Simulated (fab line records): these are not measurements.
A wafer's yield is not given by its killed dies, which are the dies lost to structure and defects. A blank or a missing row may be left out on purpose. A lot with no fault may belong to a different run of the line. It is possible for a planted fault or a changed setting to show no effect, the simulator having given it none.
fab line records | flow gf180mcu
[record] lots = 5 | wafers = 15 | last_day = 33
route steps=602 shown CONTACT@296 M1@315
lots that met no fault: taken from a fault-free run of the same line
start_h: hours from the record's opening day to when the first of the lot's shown wafers began | wait_h: hours from the lot's prior step to this one | " repeats the value in the row above | L1.1+2: one row covering several wafers at once | - no value, or no start given | * or withheld: withheld | < > ~ a bound
route shown NAME@n: names a module that has steps shown in the file, with the first one's number in the route | usual: the fault-free wafers' mean and standard deviation | same: alike in all rows | chamber/n: place in a boat | sites: each site's reading | _std_site: standard deviation across them | _edge_site: outer sites' mean less inner sites' | radius_mm: how far each site lies from the wafer's centre | mask NAME#n: copy n | behind: the most recent tool/chamber to have shaped the wafer | hold: why the lot went on hold/how many hours it stayed there/how the hold came to an end | device: the n, p or np transistor that did not switch | end of line: at the end of the route, the tests of the same wafers | a step without rows: its recipe alone | killed: the dies lost at the first sort to structure and to defects; this is not the yield of the wafer | map: dies across one wafer; x = killed, . = not, _ = none there
set.NAME: the setting that was run; set.NAME@STEP: the one run at that earlier step | model.NAME: the simulator's own value behind a step, which no gauge read
certain route steps with their lots: each step a table, each wafer a row
services: a tool's chamber out of use, with start hour (start_h, from the record's first day; less than 0 if before it), hours out, and reason
[[steps]]
[step GF_CONTACT_COAT_09]
[recipe] resist = KrF | spin_rpm = withheld | resist_thk_nm = 1000
[usual] chill_plate_temp_C = 23.01/0.1
lot.wafer | tool           | chamber | start_h | wait_h | chill_plate_temp_C
L077.1    | litho_track-01 | 0       | -       | -      | 23.04
L077.2    | "              | 0       | "       | "      | 23.24
L077.6    | "              | 0       | "       | "      | 23.13
L084.2    | litho_track-03 | 0       | -       | -      | 23.01
L084.4    | "              | 0       | "       | "      | 22.99
L084.6    | "              | 0       | "       | "      | 22.90
L086.2    | litho_track-01 | 0       | -       | -      | 23.22
L086.4    | "              | 0       | "       | "      | 23.08
L086.5    | "              | 0       | "       | "      | 23.13
L087.3    | litho_track-01 | 0       | -       | -      | 22.90
L087.4    | "              | 0       | "       | "      | 22.90
L087.6    | "              | 0       | "       | "      | 23.05
L091.2    | litho_track-04 | 0       | -       | -      | 22.96
L091.4    | "              | 0       | "       | "      | 22.88
L091.6    | "              | 0       | "       | "      | 23.07
[step GF_CONTACT_SOFTBAKE_10]
[recipe] temp_c = 130 | time_s = 60 | resist = KrF
[usual] chill_plate_temp_C = 23.02/0.098
lot.wafer | tool           | chamber | start_h | wait_h | chill_plate_temp_C
L077.1    | litho_track-01 | 0       | -       | -      | 23.02
L077.2    | "              | 0       | "       | "      | 22.98
L077.6    | "              | 0       | "       | "      | 22.99
L084.2    | litho_track-03 | 0       | -       | -      | 22.96
L084.4    | "              | 0       | "       | "      | 23.05
L084.6    | "              | 0       | "       | "      | 23.19
L086.2    | litho_track-01 | 0       | -       | -      | 22.87
L086.4    | "              | 0       | "       | "      | 22.99
L086.5    | "              | 0       | "       | "      | 23.06
L087.3    | litho_track-01 | 0       | -       | -      | 23.17
L087.4    | "              | 0       | "       | "      | 23.10
L087.6    | "              | 0       | "       | "      | 23.03
L091.2    | litho_track-04 | 0       | -       | -      | 22.92
L091.4    | "              | 0       | "       | "      | 23.01
L091.6    | "              | 0       | "       | "      | 22.85
[step GF_CONTACT_EXPOSE_11]
[recipe] mask_id = Contact | target_cd_nm = 220 | na = 0.68 | source_shape = conventional | sigma_outer = 0.6 | dose_mj = 38
lot.wafer  | tool           | chamber | start_h | wait_h | mask
L077.1+2+6 | krf_scanner-01 | 0       | -       | -      | Contact#0
L084.2+4+6 | krf_scanner-02 | 0       | -       | -      | Contact#0
L086.2+4+5 | krf_scanner-01 | 0       | -       | -      | Contact#0
L087.3+4+6 | krf_scanner-02 | 0       | -       | -      | Contact#0
L091.2+4+6 | krf_scanner-02 | 0       | -       | -      | Contact#0
[step GF_CONTACT_PEB_12]
[recipe] peb_temp_c = 135 | peb_time_s = 90 | resist = KrF
[usual] chill_plate_temp_C = 23.01/0.1
[same] peb_time_s = 90
lot.wafer | tool           | chamber | start_h | wait_h | chill_plate_temp_C
L077.1    | litho_track-03 | 0       | -       | -      | 22.95
L077.2    | "              | 0       | "       | "      | 22.99
L077.6    | "              | 0       | "       | "      | 22.94
L084.2    | litho_track-04 | 0       | -       | -      | 23.02
L084.4    | "              | 0       | "       | "      | 22.94
L084.6    | "              | 0       | "       | "      | 22.90
L086.2    | litho_track-03 | 0       | -       | -      | 23.01
L086.4    | "              | 0       | "       | "      | 23.14
L086.5    | "              | 0       | "       | "      | 23.09
L087.3    | litho_track-04 | 0       | -       | -      | 22.99
L087.4    | "              | 0       | "       | "      | 22.89
L087.6    | "              | 0       | "       | "      | 23.04
L091.2    | litho_track-01 | 0       | -       | -      | 23.09
L091.4    | "              | 0       | "       | "      | 23.05
L091.6    | "              | 0       | "       | "      | 22.95
[step GF_CONTACT_DEVELOP_13]
[recipe] develop_time_s = 60 | resist = KrF | dev_temp_c = 21
[usual] chill_plate_temp_C = 23.01/0.11
lot.wafer | tool           | chamber | start_h | wait_h | chill_plate_temp_C
L077.1    | litho_track-03 | 0       | 384.24  | 0.2    | 22.91
L077.2    | "              | 0       | "       | "      | 23.08
L077.6    | "              | 0       | "       | "      | 23.01
L084.2    | litho_track-04 | 0       | 452.98  | 0.2    | 23.07
L084.4    | "              | 0       | "       | "      | 23.03
L084.6    | "              | 0       | "       | "      | 23.06
L086.2    | litho_track-03 | 0       | 471.81  | 0.2    | 23.00
L086.4    | "              | 0       | "       | "      | 22.87
L086.5    | "              | 0       | "       | "      | 22.95
L087.3    | litho_track-04 | 0       | 479.55  | 0.1    | 22.97
L087.4    | "              | 0       | "       | "      | 22.80
L087.6    | "              | 0       | "       | "      | 23.00
L091.2    | litho_track-01 | 0       | 510.18  | 0.2    | 22.98
L091.4    | "              | 0       | "       | "      | 23.23
L091.6    | "              | 0       | "       | "      | 23.00
[step GF_CONTACT_CD_MEAS_14]
[recipe] target_cd_nm = 220
[usual] cd_nm = 219.7/1.4
lot.wafer | tool      | chamber | start_h | wait_h | cd_nm
L077.1    | cd_sem-02 | -       | 384.39  | 0.1    | 221.1
L077.2    | "         | -       | "       | "      | 220.1
L077.6    | "         | -       | "       | "      | 221.0
L084.2    | cd_sem-01 | -       | 453.13  | 0.1    | 222.4
L084.4    | "         | -       | "       | "      | 220.7
L084.6    | "         | -       | "       | "      | 221.5
L086.2    | cd_sem-02 | -       | 471.96  | 0.1    | 218.7
L086.4    | "         | -       | "       | "      | 218.5
L086.5    | "         | -       | "       | "      | 219.6
L087.3    | cd_sem-02 | -       | 479.69  | 0.1    | 219.3
L087.4    | "         | -       | "       | "      | 217.8
L087.6    | "         | -       | "       | "      | 220.1
L091.2    | cd_sem-02 | -       | 510.33  | 0.1    | 221.8
L091.4    | "         | -       | "       | "      | 221.9
L091.6    | "         | -       | "       | "      | 220.4
[step GF_CONTACT_OVL_MEAS_15]
[usual] CONTACT_OVL = -2/4.4
lot.wafer | tool       | chamber | start_h | wait_h | CONTACT_OVL[nm]
L077.1    | overlay-01 | -       | 384.51  | 0.1    | -8
L077.2    | "          | -       | "       | "      | -3
L077.6    | "          | -       | "       | "      | -3
L084.2    | overlay-01 | -       | 453.23  | 0.1    | -2
L084.4    | "          | -       | "       | "      | -3
L084.6    | "          | -       | "       | "      | 1
L086.2    | overlay-01 | -       | 472.06  | 0.1    | -15
L086.4    | "          | -       | "       | "      | -8
L086.5    | "          | -       | "       | "      | -15
L087.3    | overlay-02 | -       | 479.79  | 0.1    | 0
L087.4    | "          | -       | "       | "      | -1
L087.6    | "          | -       | "       | "      | 1
L091.2    | overlay-02 | -       | 510.43  | 0.1    | -2
L091.4    | "          | -       | "       | "      | 4
L091.6    | "          | -       | "       | "      | 3
[step GF_CONTACT_ETCH_16]
[recipe] chemistry = N2/H2 | target_depth_a = withheld | overetch_a = withheld | time_s = withheld | target = BARC | ion_energy_ev = 200 | source_w = 500 | bias_w = 100 | pressure_mtorr = 30 | n2_flow_sccm = 100 | h2_flow_sccm = 200
[usual] bias_w = 99.93/0.29 | drypump_motor_current_A = 5.8/0.48 | n2_flow_sccm = 99.99/0.28 | oes_product_au = 0.855/0.0048 | throttle_valve_pct = 13.225/0.009
lot.wafer | tool        | chamber | start_h | wait_h | bias_w | drypump_motor_current_A | n2_flow_sccm | oes_product_au | throttle_valve_pct
L077.1    | rie_diel-04 | 3       | 384.54  | 0.0    | 100.29 | 6.3                     | 100.09       | 0.848          | 13.214
L077.2    | "           | 1       | "       | "      | 99.92  | 6.0                     | 99.61        | 0.857          | 13.216
L077.6    | "           | 1       | "       | "      | 100.05 | 6.0                     | 99.89        | 0.860          | 13.220
L084.2    | rie_diel-04 | 1       | 453.26  | 0.0    | 100.29 | 6.0                     | 99.58        | 0.853          | 13.237
L084.4    | "           | 3       | "       | "      | 99.87  | 6.2                     | 100.39       | 0.857          | 13.216
L084.6    | "           | 2       | "       | "      | 99.81  | 5.9                     | 99.64        | 0.849          | 13.213
L086.2    | rie_diel-02 | 3       | 472.09  | 0.0    | 99.87  | 5.7                     | 100.31       | 0.851          | 13.223
L086.4    | "           | 1       | "       | "      | 99.53  | 6.7                     | 99.99        | 0.856          | 13.220
L086.5    | "           | 0       | "       | "      | 99.57  | 6.0                     | 99.93        | 0.853          | 13.233
L087.3    | rie_diel-03 | 1       | 479.81  | 0.0    | 99.88  | 5.6                     | 99.79        | 0.856          | 13.228
L087.4    | "           | 0       | "       | "      | 99.80  | 5.7                     | 100.05       | 0.849          | 13.206
L087.6    | "           | 1       | "       | "      | 99.67  | 5.6                     | 99.84        | 0.849          | 13.222
L091.2    | rie_diel-04 | 0       | 510.46  | 0.0    | 100.05 | 4.8                     | 99.91        | 0.862          | 13.216
L091.4    | "           | 1       | "       | "      | 99.46  | 6.0                     | 100.52       | 0.849          | 13.238
L091.6    | "           | 0       | "       | "      | 100.26 | 4.8                     | 99.68        | 0.846          | 13.225
[step GF_CONTACT_ETCH_17]
[recipe] chemistry = C4F8/O2/Ar | mask_material = KrF | target = SiO2 | stop_on = CoSi2 | source_w = 1500 | bias_w = 1200 | pressure_mtorr = 40 | c4f8_flow_sccm = withheld | O2_flow_sccm = 6 | Ar_flow_sccm = 300 | time_s = withheld | target_depth_a = 8600
[usual] bias_w = 1200/3.7 | oes_product_au = 0.814/0.005
lot.wafer | tool        | chamber | start_h | wait_h | bias_w | oes_product_au
L077.1    | rie_diel-04 | 3       | -       | -      | 1202   | 0.816
L077.2    | "           | 1       | "       | "      | 1196   | 0.814
L077.6    | "           | 1       | "       | "      | 1196   | 0.801
L084.2    | rie_diel-04 | 1       | -       | -      | 1197   | 0.817
L084.4    | "           | 3       | "       | "      | 1200   | 0.817
L084.6    | "           | 2       | "       | "      | 1198   | 0.809
L086.2    | rie_diel-02 | 3       | -       | -      | 1196   | 0.820
L086.4    | "           | 1       | "       | "      | 1203   | 0.807
L086.5    | "           | 0       | "       | "      | 1202   | 0.818
L087.3    | rie_diel-03 | 1       | -       | -      | 1203   | 0.811
L087.4    | "           | 0       | "       | "      | 1192   | 0.815
L087.6    | "           | 1       | "       | "      | 1197   | 0.812
L091.2    | rie_diel-04 | 0       | -       | -      | 1200   | 0.824
L091.4    | "           | 1       | "       | "      | 1199   | 0.811
L091.6    | "           | 0       | "       | "      | 1206   | 0.808
[step GF_CONTACT_STRIP_18]
[recipe] chemistry = O2/N2 | power_w = 1400 | pressure_mtorr = 1500 | platen_temp_c = 250 | o2_flow_sccm = 3000 | n2_flow_sccm = 300 | overash_fraction = 0.5
[usual] drypump_motor_current_A = 5.5/0.37 | heater_power_w = 328/29 | n2_flow_sccm = 299.9/0.8 | oes_product_au = 0.580/0.0049
lot.wafer | tool            | chamber | start_h | wait_h | drypump_motor_current_A | heater_power_w | n2_flow_sccm | oes_product_au | rf_hours_counter_h
L077.1    | plasma_asher-01 | 1       | 384.71  | -      | 5.2                     | 281            | 298.9        | 0.581          | 70
L077.2    | "               | 0       | "       | "      | 5.0                     | 322            | 300.4        | 0.581          | 70
L077.6    | "               | 1       | "       | "      | 5.2                     | 287            | 299.5        | 0.583          | -
L084.2    | plasma_asher-01 | 1       | 453.42  | -      | 5.2                     | 282            | 301.1        | 0.576          | 78
L084.4    | "               | 1       | "       | "      | 5.2                     | 278            | 301.2        | 0.577          | -
L084.6    | "               | 1       | "       | "      | 5.2                     | 280            | 299.8        | 0.578          | -
L086.2    | plasma_asher-01 | 1       | 472.25  | -      | 5.2                     | 276            | 299.9        | 0.579          | 80
L086.4    | "               | 0       | "       | "      | 5.0                     | 333            | 301.1        | 0.580          | -
L086.5    | "               | 1       | "       | "      | 5.2                     | 277            | 300.3        | 0.578          | -
L087.3    | plasma_asher-03 | 0       | 480.01  | -      | 5.9                     | 371            | 299.3        | 0.585          | -
L087.4    | "               | 1       | "       | "      | 5.9                     | 338            | 299.7        | 0.578          | -
L087.6    | "               | 0       | "       | "      | 5.9                     | 375            | 298.5        | 0.578          | -
L091.2    | plasma_asher-01 | 1       | 510.63  | -      | 5.2                     | 280            | 299.7        | 0.575          | 84
L091.4    | "               | 1       | "       | "      | 5.2                     | 281            | 299.9        | 0.582          | -
L091.6    | "               | 0       | "       | "      | 5.0                     | 329            | 298.9        | 0.580          | -
[step GF_CONTACT_CLEAN_19]
[recipe] chemistry = SPM
lot.wafer  | tool         | chamber | start_h | wait_h
L077.1+2+6 | wet_bench-04 | 3       | 384.81  | 0.1
L084.2+4+6 | wet_bench-04 | 1       | 453.52  | 0.1
L086.2+4+5 | wet_bench-02 | 3       | 472.35  | 0.1
L087.3+4+6 | wet_bench-02 | 2       | 480.07  | 0.0
L091.2+4+6 | wet_bench-02 | 1       | 510.73  | 0.1
[step GF_CONTACT_CLEAN_20]
[recipe] chemistry = DIW
lot.wafer  | tool         | chamber | start_h | wait_h
L077.1+2+6 | wet_bench-02 | 1       | 384.90  | 0.0
L084.2+4+6 | wet_bench-01 | 3       | 453.62  | 0.0
L086.2+4+5 | wet_bench-01 | 0       | 472.45  | 0.0
L087.3+4+6 | wet_bench-01 | 3       | 480.17  | 0.0
L091.2+4+6 | wet_bench-04 | 1       | 510.83  | 0.0
[step GF_CONTACT_CLEAN_21]
[recipe] chemistry = dHF | time_s = 20 | dilution = 100:1 | dry = ipa_marangoni
lot.wafer  | tool         | chamber | start_h | wait_h
L077.1+2+6 | wet_bench-01 | 2       | 384.99  | 0.0
L084.2+4+6 | wet_bench-02 | 0       | 453.71  | 0.0
L086.2+4+5 | wet_bench-04 | 0       | 472.55  | 0.0
L087.3+4+6 | wet_bench-02 | 0       | 480.26  | 0.0
L091.2+4+6 | wet_bench-01 | 2       | 510.92  | 0.0
[step GF_CONTACT_SPUTTER_22]
[recipe] material = Ti | target_thk_nm = 15 | chamber_pressure_pa = 5 | power_w = 2500 | substrate_temp_c = 200 | time_s = 80.02
[usual] throttle_valve_pct = 29.7/0.84
lot.wafer | tool           | chamber | start_h | wait_h | throttle_valve_pct
L077.1    | pvd_sputter-04 | -       | 385.00  | 0.0    | 29.8
L077.2    | "              | -       | "       | "      | 30.8
L077.6    | "              | -       | "       | "      | 29.8
L084.2    | pvd_sputter-04 | -       | 453.72  | 0.0    | 30.0
L084.4    | "              | -       | "       | "      | 30.9
L084.6    | "              | -       | "       | "      | 30.7
L086.2    | pvd_sputter-01 | -       | 472.56  | 0.0    | 28.9
L086.4    | "              | -       | "       | "      | 29.0
L086.5    | "              | -       | "       | "      | 29.3
L087.3    | pvd_sputter-01 | -       | 480.27  | 0.0    | 29.6
L087.4    | "              | -       | "       | "      | 28.6
L087.6    | "              | -       | "       | "      | 28.5
L091.2    | pvd_sputter-02 | -       | 510.93  | 0.0    | 28.0
L091.4    | "              | -       | "       | "      | 30.3
L091.6    | "              | -       | "       | "      | 28.4
[step GF_CONTACT_SPUTTER_23]
[recipe] material = TiN | target_thk_nm = 10 | chamber_pressure_pa = 5 | power_w = 4000 | time_s = 40
[usual] throttle_valve_pct = 29.8/0.83
lot.wafer | tool           | chamber | start_h | wait_h | throttle_valve_pct
L077.1    | pvd_sputter-04 | -       | 385.06  | 0.0    | 30.0
L077.2    | "              | -       | "       | "      | 30.9
L077.6    | "              | -       | "       | "      | 30.0
L084.2    | pvd_sputter-04 | -       | 453.78  | 0.0    | 30.0
L084.4    | "              | -       | "       | "      | 31.0
L084.6    | "              | -       | "       | "      | 31.0
L086.2    | pvd_sputter-01 | -       | 472.62  | 0.0    | 28.7
L086.4    | "              | -       | "       | "      | 28.9
L086.5    | "              | -       | "       | "      | 29.6
L087.3    | pvd_sputter-01 | -       | 480.33  | 0.0    | 29.8
L087.4    | "              | -       | "       | "      | 28.8
L087.6    | "              | -       | "       | "      | 28.7
L091.2    | pvd_sputter-02 | -       | 510.99  | 0.0    | 28.2
L091.4    | "              | -       | "       | "      | 30.1
L091.6    | "              | -       | "       | "      | 28.1
[step GF_CONTACT_CVD_24]
[recipe] material = W | target_thk_nm = 300 | time_s = 90.339 | temp_c = 400 | pressure_torr = 40
[usual] chamber_pressure_Torr = 39.99/0.078 | heater_power_w = 812/38
lot.wafer | tool     | chamber | start_h | wait_h | chamber_pressure_Torr | heater_power_w
L077.1    | cvd_w-02 | 1       | 385.10  | 0.0    | 39.90                 | 848
L077.2    | "        | 0       | "       | "      | 40.02                 | 788
L077.6    | "        | 1       | "       | "      | 39.85                 | 849
L084.2    | cvd_w-02 | 0       | 453.82  | 0.0    | 39.99                 | 801
L084.4    | "        | 0       | "       | "      | 40.00                 | 763
L084.6    | "        | 1       | "       | "      | 39.93                 | 841
L086.2    | cvd_w-01 | 0       | 472.66  | 0.0    | 39.95                 | 735
L086.4    | "        | 0       | "       | "      | 39.96                 | 754
L086.5    | "        | 0       | "       | "      | 39.98                 | 748
L087.3    | cvd_w-02 | 1       | 480.40  | 0.1    | 40.00                 | 854
L087.4    | "        | 0       | "       | "      | 40.11                 | 808
L087.6    | "        | 1       | "       | "      | 40.08                 | 870
L091.2    | cvd_w-02 | 1       | 511.03  | 0.0    | 40.05                 | 870
L091.4    | "        | 0       | "       | "      | 39.89                 | 775
L091.6    | "        | 0       | "       | "      | 39.95                 | 767
[step GF_CONTACT_RS_MEAS_25]
[recipe] thk_meas_gauge = four-point-probe | reads = W_of_CONTACT_CVD_24+TiN_of_CONTACT_SPUTTER_23+Ti_of_CONTACT_SPUTTER_22
[usual] CONTACT_W_RS = 0.380/0.0053
lot.wafer | tool          | chamber | start_h | wait_h | CONTACT_W_RS[ohm/sq]
L077.1    | film_metro-04 | -       | 385.20  | 0.1    | 0.375
L077.2    | "             | -       | "       | "      | 0.377
L077.6    | "             | -       | "       | "      | 0.375
L084.2    | film_metro-04 | -       | 453.94  | 0.1    | 0.382
L084.4    | "             | -       | "       | "      | 0.380
L084.6    | "             | -       | "       | "      | 0.377
L086.2    | film_metro-02 | -       | 472.78  | 0.1    | 0.382
L086.4    | "             | -       | "       | "      | 0.380
L086.5    | "             | -       | "       | "      | 0.382
L087.3    | film_metro-02 | -       | 480.51  | 0.1    | 0.382
L087.4    | "             | -       | "       | "      | 0.386
L087.6    | "             | -       | "       | "      | 0.388
L091.2    | film_metro-04 | -       | 511.15  | 0.1    | 0.381
L091.4    | "             | -       | "       | "      | 0.377
L091.6    | "             | -       | "       | "      | 0.376
[step GF_CONTACT_THK_MEAS_26]
[recipe] thk_meas_gauge = xrf | reads = W_of_CONTACT_CVD_24
[usual] CONTACT_W_THK = 299/4.7
lot.wafer | tool          | chamber | start_h | wait_h | CONTACT_W_THK[nm]
L077.1    | film_metro-04 | -       | 385.32  | 0.1    | 303
L077.2    | "             | -       | "       | "      | 301
L077.6    | "             | -       | "       | "      | 302
L084.2    | film_metro-04 | -       | 454.05  | 0.1    | 300
L084.4    | "             | -       | "       | "      | 300
L084.6    | "             | -       | "       | "      | 304
L086.2    | film_metro-02 | -       | 472.89  | 0.1    | 296
L086.4    | "             | -       | "       | "      | 298
L086.5    | "             | -       | "       | "      | 297
L087.3    | film_metro-02 | -       | 480.61  | 0.1    | 299
L087.4    | "             | -       | "       | "      | 293
L087.6    | "             | -       | "       | "      | 292
L091.2    | film_metro-04 | -       | 511.26  | 0.1    | 297
L091.4    | "             | -       | "       | "      | 300
L091.6    | "             | -       | "       | "      | 301
[step GF_CONTACT_CMP_27]
[recipe] stop_on = SiO2 | down_force_psi = 3.5 | platen_rpm = 60 | t_overpolish_s = 15 | target_thk_nm = 0 | pad_velocity_m_s = 0.94248
[usual] motor_current_A = 11.0/0.61 | overpolish_run_s = 14.998/0.009 | time_to_endpoint_s = 73/5.5
lot.wafer | tool   | chamber | start_h | wait_h | motor_current_A | overpolish_run_s | time_to_endpoint_s
L077.2    | cmp-02 | 2       | 385.43  | 0.1    | 10.1            | 14.991           | 83
L077.1    | "      | 0       | "       | "      | 10.8            | 15.004           | 69
L077.6    | "      | 1       | "       | "      | 11.0            | 15.008           | 81
L084.4    | cmp-02 | 3       | 454.15  | 0.1    | 11.0            | 14.980           | 76
L084.2    | "      | 1       | "       | "      | 11.4            | 15.002           | 77
L084.6    | "      | 3       | "       | "      | 10.4            | 14.987           | 76
L086.2    | cmp-02 | 3       | 472.99  | 0.1    | 10.8            | 14.992           | 75
L086.4    | "      | 1       | "       | "      | 10.5            | 15.010           | 80
L086.5    | "      | 3       | "       | "      | 10.5            | 14.995           | 78
L087.3    | cmp-02 | 0       | 480.70  | 0.1    | 10.9            | 14.982           | 69
L087.4    | "      | 2       | "       | "      | 11.5            | 15.009           | 79
L087.6    | "      | 3       | "       | "      | 10.7            | 14.996           | 76
L091.2    | cmp-01 | 1       | 511.36  | 0.1    | 10.0            | 14.983           | 67
L091.4    | "      | 3       | "       | "      | 10.1            | 14.998           | 70
L091.6    | "      | 0       | "       | "      | 12.2            | 14.995           | 73
[step GF_M1_SPUTTER_00]
[recipe] material = Ti | target_thk_nm = 37.5 | arriving_ion_energy_ev = 80 | substrate_temp_c = 200 | chamber_pressure_pa = 2 | power_w = 4000 | time_s = 150
[usual] throttle_valve_pct = 30.1/0.81
lot.wafer | tool           | chamber | start_h | wait_h | throttle_valve_pct
L077.1    | pvd_sputter-02 | -       | 385.68  | 0.1    | 28.3
L077.2    | "              | -       | "       | "      | 31.0
L077.6    | "              | -       | "       | "      | 31.0
L084.2    | pvd_sputter-04 | -       | 454.40  | 0.1    | 29.3
L084.4    | "              | -       | "       | "      | 31.2
L084.6    | "              | -       | "       | "      | 29.8
L086.2    | pvd_sputter-04 | -       | 473.24  | 0.2    | 29.8
L086.4    | "              | -       | "       | "      | 29.8
L086.5    | "              | -       | "       | "      | 29.7
L087.3    | pvd_sputter-03 | -       | 480.95  | 0.2    | 29.6
L087.4    | "              | -       | "       | "      | 30.9
L087.6    | "              | -       | "       | "      | 30.6
L091.2    | pvd_sputter-04 | -       | 511.61  | 0.2    | 30.6
L091.4    | "              | -       | "       | "      | 29.9
L091.6    | "              | -       | "       | "      | 30.9
[step GF_M1_SPUTTER_01]
[recipe] material = TiN | target_thk_nm = 30 | power_w = 6500 | time_s = 25 | chamber_pressure_pa = 0.4
[usual] throttle_valve_pct = 30.1/0.82
lot.wafer | tool           | chamber | start_h | wait_h | throttle_valve_pct
L077.1    | pvd_sputter-02 | -       | 385.78  | 0.1    | 28.1
L077.2    | "              | -       | "       | "      | 31.0
L077.6    | "              | -       | "       | "      | 31.1
L084.2    | pvd_sputter-04 | -       | 454.50  | 0.1    | 29.8
L084.4    | "              | -       | "       | "      | 30.7
L084.6    | "              | -       | "       | "      | 29.7
L086.2    | pvd_sputter-04 | -       | 473.34  | 0.1    | 29.9
L086.4    | "              | -       | "       | "      | 29.9
L086.5    | "              | -       | "       | "      | 29.8
L087.3    | pvd_sputter-03 | -       | 481.05  | 0.1    | 29.6
L087.4    | "              | -       | "       | "      | 31.0
L087.6    | "              | -       | "       | "      | 30.9
L091.2    | pvd_sputter-04 | -       | 511.71  | 0.1    | 30.8
L091.4    | "              | -       | "       | "      | 29.7
L091.6    | "              | -       | "       | "      | 31.0
[step GF_M1_SPUTTER_02]
[recipe] material = AlCu | target_thk_nm = 450 | power_w = 10600 | time_s = 23.9 | chamber_pressure_pa = 0.4
[usual] throttle_valve_pct = 30.1/0.82
lot.wafer | tool           | chamber | start_h | wait_h | throttle_valve_pct
L077.1    | pvd_sputter-02 | -       | 385.81  | 0.0    | 28.2
L077.2    | "              | -       | "       | "      | 30.8
L077.6    | "              | -       | "       | "      | 31.1
L084.2    | pvd_sputter-04 | -       | 454.53  | 0.0    | 29.7
L084.4    | "              | -       | "       | "      | 30.6
L084.6    | "              | -       | "       | "      | 29.9
L086.2    | pvd_sputter-04 | -       | 473.37  | 0.0    | 29.9
L086.4    | "              | -       | "       | "      | 30.0
L086.5    | "              | -       | "       | "      | 29.5
L087.3    | pvd_sputter-03 | -       | 481.08  | 0.0    | 29.6
L087.4    | "              | -       | "       | "      | 30.8
L087.6    | "              | -       | "       | "      | 31.0
L091.2    | pvd_sputter-04 | -       | 511.74  | 0.0    | 30.8
L091.4    | "              | -       | "       | "      | 29.8
L091.6    | "              | -       | "       | "      | 30.7
[step GF_M1_SPUTTER_03]
[recipe] material = Ti | target_thk_nm = 10 | substrate_temp_c = 300 | chamber_pressure_pa = 0.3 | power_w = 3000 | time_s = 6.7
[usual] throttle_valve_pct = 30.1/0.83
lot.wafer | tool           | chamber | start_h | wait_h | throttle_valve_pct
L077.1    | pvd_sputter-02 | -       | 385.84  | 0.0    | 28.1
L077.2    | "              | -       | "       | "      | 30.9
L077.6    | "              | -       | "       | "      | 30.8
L084.2    | pvd_sputter-04 | -       | 454.56  | 0.0    | 29.8
L084.4    | "              | -       | "       | "      | 30.9
L084.6    | "              | -       | "       | "      | 29.8
L086.2    | pvd_sputter-04 | -       | 473.40  | 0.0    | 29.8
L086.4    | "              | -       | "       | "      | 29.9
L086.5    | "              | -       | "       | "      | 29.8
L087.3    | pvd_sputter-03 | -       | 481.11  | 0.0    | 29.4
L087.4    | "              | -       | "       | "      | 30.9
L087.6    | "              | -       | "       | "      | 30.8
L091.2    | pvd_sputter-04 | -       | 511.77  | 0.0    | 31.1
L091.4    | "              | -       | "       | "      | 29.9
L091.6    | "              | -       | "       | "      | 30.5
[[services]]
tool           | chamber | start_h | hours | kind
pvd_sputter-01 | -       | 352.42  | 3.3   | repair
rie_diel-02    | 1       | 353.84  | 14.8  | repair
krf_scanner-01 | -       | 353.99  | 0.7   | repair
pvd_sputter-02 | -       | 357.28  | 9.0   | repair
krf_scanner-02 | -       | 362.89  | 0.8   | pm
krf_scanner-02 | -       | 367.92  | 1.3   | repair
pvd_sputter-03 | -       | 378.94  | 2.3   | repair
cmp-02         | -       | 393.84  | 0.3   | repair
krf_scanner-02 | -       | 395.25  | 1.0   | pm
cmp-02         | -       | 400.85  | 0.4   | repair
cmp-02         | -       | 404.58  | 4.0   | pm
krf_scanner-01 | -       | 405.18  | 1.0   | pm
pvd_sputter-01 | -       | 410.15  | 25.2  | repair
pvd_sputter-04 | -       | 412.21  | 11.4  | repair
krf_scanner-02 | -       | 417.99  | 1.2   | repair
cmp-02         | -       | 425.94  | 1.2   | repair
cmp-02         | -       | 438.51  | 3.4   | repair
pvd_sputter-01 | -       | 438.90  | 2.9   | repair
rie_diel-04    | 3       | 443.85  | 8.7   | repair
pvd_sputter-02 | -       | 452.88  | 8.6   | repair
cvd_w-02       | -       | 455.91  | 0.6   | repair
cvd_w-02       | -       | 466.11  | 0.6   | repair
rie_diel-04    | 3       | 468.69  | 5.6   | repair
krf_scanner-02 | -       | 470.77  | 1.3   | pm
[[key]]
fault none
